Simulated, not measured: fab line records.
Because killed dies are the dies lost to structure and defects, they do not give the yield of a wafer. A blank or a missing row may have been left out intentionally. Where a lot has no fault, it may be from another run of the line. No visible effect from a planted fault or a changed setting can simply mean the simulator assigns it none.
One fault seen from 2 desks	flow sky130	what lay behind the numbers comes last; until then each desk has only its own

## FROM THE METROLOGY DESK
Lot by lot, what the gauges showed, no matter which tool ran the lot: averages of those sampled wafers that carry a number. A lot is out of limits, marked OUT, if its mean lies more than 4 standard deviations from the usual mean; the brackets give that distance.
Columns: A = VIA3_W_RS at SKY_VIA3_RS_MEAS_22, usual 0.2934 ohm/sq
lot	first seen here	A
L768	day 39 09:42	0.2912
L769	day 39 17:19	0.2931
L775	day 42 03:36	0.2925
L777	day 42 11:26	0.2918
L776	day 42 13:42	0.2938
L780	day 43 04:56	0.2958
L781	day 43 11:11	0.2888
L786	day 45 00:12	0.2937
L787	day 45 15:31	0.2926
L789	day 46 05:30	0.2960
L788	day 46 06:19	0.2918
L790	day 46 10:19	0.2936
This desk's verdict: no lot among the 12 shows anything out of limits.

## FOR THE TOOL OWNER'S DESK: litho-track-04
The tool's own readings at SKY_VIA3_COAT_07 (resist thk 450 nm): means of the sampled wafers that have a number, for each lot that ran on this tool. A lot is out of limits, marked OUT, if its mean lies more than 4 standard deviations from the usual mean; the brackets give that distance.
Columns: A = chill-plate-temp-C at SKY_VIA3_COAT_07, usual 23.02 C; B = spin-speed-rpm at SKY_VIA3_COAT_07, usual 3000.2 rpm
lot	first seen here	A	B
L769	day 39 03:00	23.01	3000.2
L775	day 41 14:00	22.96	3084.4 (+47) OUT
L777	day 41 22:00	23.09	3087.1 (+48) OUT
L776	day 42 00:00	23.04	3088.3 (+49) OUT
L790	day 45 22:00	23.03	2998.9
This desk's verdict: out of limits on L775, L776, L777, starting with L775 at day 41 14:00 (spin-speed-rpm at SKY_VIA3_COAT_07). In limits: L769, L790.

## TAKEN TOGETHER
At day 41 14:00, on L775, L776, L777, the tool owner's desk was in a position to raise an alarm.
At the metrology desk, nothing out of limits was observed.
The metrology desk has L775, L776, L777 on record, within its limits.
All the named lots went through SKY_VIA3_COAT_07 on litho-track-04.

## WHAT THE SIMULATOR PUT IN
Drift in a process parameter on litho-track-04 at SKY_VIA3_COAT_07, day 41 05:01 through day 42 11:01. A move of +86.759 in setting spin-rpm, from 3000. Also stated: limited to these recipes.
Struck lots among those shown: L775, L776, L777.
Time in hours from fault onset to the first out-of-limits reading at each desk: the tool owner's desk, 9.
